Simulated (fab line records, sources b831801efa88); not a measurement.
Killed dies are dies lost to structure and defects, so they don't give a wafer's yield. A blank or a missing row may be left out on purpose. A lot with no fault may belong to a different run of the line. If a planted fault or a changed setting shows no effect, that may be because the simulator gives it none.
The tool behind it: which one? :: flow gf180mcu :: 12 lots with 36 wafers sampled at 5 steps, on a route of 602 steps

== WHAT THE GAUGES SHOWED, per wafer ==
GF_MIM_RS_MEAS_10: measures by four-point-probe.
lot: L814
measured: day 24 16:51
on: film-metro-03
MIM_ALCU_RS (ohm/sq): 0.1609 0.1593 0.1598

lot: L815
measured: day 25 03:29
on: film-metro-03
MIM_ALCU_RS (ohm/sq): 0.1615 0.1610 0.1622

lot: L821
measured: day 27 02:49
on: film-metro-03
MIM_ALCU_RS (ohm/sq): 0.1628 0.1607 0.1616

lot: L826
measured: day 28 17:29
on: film-metro-03
MIM_ALCU_RS (ohm/sq): 0.1624 0.1603 0.1606

lot: L828
measured: day 29 12:24
on: film-metro-04
MIM_ALCU_RS (ohm/sq): 0.1602 0.1611 0.1593

lot: L830
measured: day 30 02:21
on: film-metro-04
MIM_ALCU_RS (ohm/sq): 0.1631 0.1634 0.1636

lot: L831
measured: day 30 09:23
on: film-metro-04
MIM_ALCU_RS (ohm/sq): 0.1592 0.1602 0.1587

lot: L832
measured: day 30 09:41
on: film-metro-04
MIM_ALCU_RS (ohm/sq): 0.1594 0.1596 0.1582

lot: L833
measured: day 30 17:26
on: film-metro-04
MIM_ALCU_RS (ohm/sq): 0.1590 0.1589 0.1605

lot: L834
measured: day 31 00:14
on: film-metro-03
MIM_ALCU_RS (ohm/sq): 0.1640 0.1637 0.1626

lot: L835
measured: day 31 07:29
on: film-metro-04
MIM_ALCU_RS (ohm/sq): 0.1598 0.1611 0.1584

lot: L836
measured: day 31 14:18
on: film-metro-03
MIM_ALCU_RS (ohm/sq): 0.1599 0.1606 0.1596

GF_MIM_THK_MEAS_11: measures by xrf.
lot: L814
measured: day 24 16:58
on: film-metro-03
MIM_ALCU_THK (nm): 199.2 201.0 199.8

lot: L815
measured: day 25 03:36
on: film-metro-03
MIM_ALCU_THK (nm): 198.3 199.6 198.2

lot: L821
measured: day 27 02:55
on: film-metro-03
MIM_ALCU_THK (nm): 200.0 200.8 199.4

lot: L826
measured: day 28 17:36
on: film-metro-03
MIM_ALCU_THK (nm): 197.7 200.9 199.4

lot: L828
measured: day 29 12:31
on: film-metro-04
MIM_ALCU_THK (nm): 202.3 200.9 202.2

lot: L830
measured: day 30 02:28
on: film-metro-04
MIM_ALCU_THK (nm): 198.7 198.5 198.1

lot: L831
measured: day 30 09:30
on: film-metro-04
MIM_ALCU_THK (nm): 204.3 203.0 203.6

lot: L832
measured: day 30 09:48
on: film-metro-04
MIM_ALCU_THK (nm): 202.9 205.1 205.8

lot: L833
measured: day 30 17:32
on: film-metro-04
MIM_ALCU_THK (nm): 205.3 203.2 202.4

lot: L834
measured: day 31 00:20
on: film-metro-03
MIM_ALCU_THK (nm): 195.7 196.0 196.6

lot: L835
measured: day 31 07:36
on: film-metro-04
MIM_ALCU_THK (nm): 202.1 201.1 204.3

lot: L836
measured: day 31 14:25
on: film-metro-03
MIM_ALCU_THK (nm): 200.1 200.3 201.1

GF_M5_CD_MEAS_07: the cd target is 280 nm.
lot: L814
measured: day 26 11:19
on: cd-sem-01
cd-nm (nm): 279.6 279.7 280.7

lot: L815
measured: day 26 21:57
on: cd-sem-01
cd-nm (nm): 278.0 277.5 279.8

lot: L821
measured: day 28 18:47
on: cd-sem-01
cd-nm (nm): 263.4 267.4 279.0

lot: L826
measured: day 30 06:52
on: cd-sem-02
cd-nm (nm): 283.7 284.0 283.3

lot: L828
measured: day 31 00:41
on: cd-sem-02
cd-nm (nm): 281.0 282.3 282.1

lot: L830
measured: day 31 14:59
on: cd-sem-02
cd-nm (nm): 281.7 281.5 280.4

lot: L831
measured: day 31 20:09
on: cd-sem-02
cd-nm (nm): 277.4 278.6 278.3

lot: L832
measured: day 31 21:17
on: cd-sem-02
cd-nm (nm): 280.0 279.4 280.4

lot: L833
measured: day 32 03:56
on: cd-sem-01
cd-nm (nm): 277.7 278.3 278.9

lot: L834
measured: day 32 10:37
on: cd-sem-01
cd-nm (nm): 280.7 280.5 280.8

lot: L835
measured: day 32 17:43
on: cd-sem-02
cd-nm (nm): 281.1 281.1 281.0

lot: L836
measured: day 32 23:59
on: cd-sem-01
cd-nm (nm): 278.1 278.3 278.3

== EACH LOT AND THE TOOL THAT RAN IT (in order: tool; ch and the chambers of the sampled wafers; start) ==
lot: L814
GF_MIM_SPUTTER_02: pvd-sputter-04, day 24 16:33
GF_M5_EXPOSE_04: krf-scanner-02 ch 0, day 26 01:17

lot: L815
GF_MIM_SPUTTER_02: pvd-sputter-02, day 25 03:11
GF_M5_EXPOSE_04: krf-scanner-02 ch 0, day 26 12:04

lot: L821
GF_MIM_SPUTTER_02: pvd-sputter-04, day 27 02:31
GF_M5_EXPOSE_04: krf-scanner-02 ch 0, day 28 09:17

lot: L826
GF_MIM_SPUTTER_02: pvd-sputter-02, day 28 17:12
GF_M5_EXPOSE_04: krf-scanner-01 ch 0, day 29 22:22

lot: L828
GF_MIM_SPUTTER_02: pvd-sputter-02, day 29 12:06
GF_M5_EXPOSE_04: krf-scanner-01 ch 0, day 30 15:57

lot: L830
GF_MIM_SPUTTER_02: pvd-sputter-03, day 30 02:03
GF_M5_EXPOSE_04: krf-scanner-01 ch 0, day 31 06:35

lot: L831
GF_MIM_SPUTTER_02: pvd-sputter-02, day 30 09:06
GF_M5_EXPOSE_04: krf-scanner-01 ch 0, day 31 11:34

lot: L832
GF_MIM_SPUTTER_02: pvd-sputter-03, day 30 09:20
GF_M5_EXPOSE_04: krf-scanner-01 ch 0, day 31 12:41

lot: L833
GF_MIM_SPUTTER_02: pvd-sputter-03, day 30 17:08
GF_M5_EXPOSE_04: krf-scanner-02 ch 0, day 31 19:56

lot: L834
GF_MIM_SPUTTER_02: pvd-sputter-04, day 30 23:54
GF_M5_EXPOSE_04: krf-scanner-02 ch 0, day 32 01:55

lot: L835
GF_MIM_SPUTTER_02: pvd-sputter-02, day 31 07:11
GF_M5_EXPOSE_04: krf-scanner-02 ch 0, day 32 09:53

lot: L836
GF_MIM_SPUTTER_02: pvd-sputter-04, day 31 14:00
GF_M5_EXPOSE_04: krf-scanner-02 ch 0, day 32 15:46
- GF_MIM_SPUTTER_02: material AlCu, target thk 450 nm, time 23.9 s.
- GF_M5_EXPOSE_04: exposes mask Metal5, target cd 280 nm.

== WHAT THE TOOLS THEMSELVES READ (means of the sampled wafers that have a number; where no wafer has one, the mark that the record gives instead) ==
GF_MIM_SPUTTER_02.
lot: L814
tool: pvd-sputter-04
throttle-valve-pct (%): 29.7

lot: L815
tool: pvd-sputter-02
throttle-valve-pct (%): 29.8

lot: L821
tool: pvd-sputter-04
throttle-valve-pct (%): 29.3

lot: L826
tool: pvd-sputter-02
throttle-valve-pct (%): 29.6

lot: L828
tool: pvd-sputter-02
throttle-valve-pct (%): 30.7

lot: L830
tool: pvd-sputter-03
throttle-valve-pct (%): 31.2

lot: L831
tool: pvd-sputter-02
throttle-valve-pct (%): 30.6

lot: L832
tool: pvd-sputter-03
throttle-valve-pct (%): 30.1

lot: L833
tool: pvd-sputter-03
throttle-valve-pct (%): 30.6

lot: L834
tool: pvd-sputter-04
throttle-valve-pct (%): 29.5

lot: L835
tool: pvd-sputter-02
throttle-valve-pct (%): 29.8

lot: L836
tool: pvd-sputter-04
throttle-valve-pct (%): 28.9

GF_M5_EXPOSE_04.
lot: L814
tool: krf-scanner-02
exposure-dose-mJ-cm2: 27.99
reticle-temp-C (C): 22.87

lot: L815
tool: krf-scanner-02
exposure-dose-mJ-cm2: 27.97
reticle-temp-C (C): 23.00

lot: L821
tool: krf-scanner-02
exposure-dose-mJ-cm2: 27.47
reticle-temp-C (C): 23.13

lot: L826
tool: krf-scanner-01
exposure-dose-mJ-cm2: 28.21
reticle-temp-C (C): 23.07

lot: L828
tool: krf-scanner-01
exposure-dose-mJ-cm2: 28.20
reticle-temp-C (C): 23.04

lot: L830
tool: krf-scanner-01
exposure-dose-mJ-cm2: 28.19
reticle-temp-C (C): 22.85

lot: L831
tool: krf-scanner-01
exposure-dose-mJ-cm2: 28.21
reticle-temp-C (C): 23.06

lot: L832
tool: krf-scanner-01
exposure-dose-mJ-cm2: 28.19
reticle-temp-C (C): 23.06

lot: L833
tool: krf-scanner-02
exposure-dose-mJ-cm2: 27.99
reticle-temp-C (C): 22.93

lot: L834
tool: krf-scanner-02
exposure-dose-mJ-cm2: 27.96
reticle-temp-C (C): 23.09

lot: L835
tool: krf-scanner-02
exposure-dose-mJ-cm2: 28.00
reticle-temp-C (C): 23.05

lot: L836
tool: krf-scanner-02
exposure-dose-mJ-cm2: 27.94
reticle-temp-C (C): 22.99

== THE ANSWER, worked out from the rows above alone ==
Rule: usual is defined by the lots themselves. The widest of any qualifying gaps counts: lots, ordered by their means at a reading, are off when they make up no more than a third of the lots, leave a main group of 4 or more, and stand apart from it by 3 or more times the standard deviation of that group's means. If all means in a main group match to the digits the tables above print for the reading, that group is not used. Also off: a lot with no number at a reading for which 4 or more lots have one. All remaining lots with rows at the step are treated as sound. After the gauges, taken in route order, come the tools' own readings; for these a lot's mean is taken, as printed above. At the first step where some lot is off, the reading lying furthest off is the one used; lots without a number count as furthest.
Off, at GF_M5_CD_MEAS_07 on cd-nm: L821. The main group has a mean of 280.1 nm with a standard deviation of 1.7.
A tool fits if, at a process step before that reading, it ran every lot that is off, and no sound lot after the first of them. Not tried: the gauges at GF_M5_CD_MEAS_07; whatever is off there is also off at GF_M5_EXPOSE_04, on other tools, and gauge error can't account for it. Not one of the candidates tried fits.

== WHAT WAS PUT IN BY THE SIMULATOR ==
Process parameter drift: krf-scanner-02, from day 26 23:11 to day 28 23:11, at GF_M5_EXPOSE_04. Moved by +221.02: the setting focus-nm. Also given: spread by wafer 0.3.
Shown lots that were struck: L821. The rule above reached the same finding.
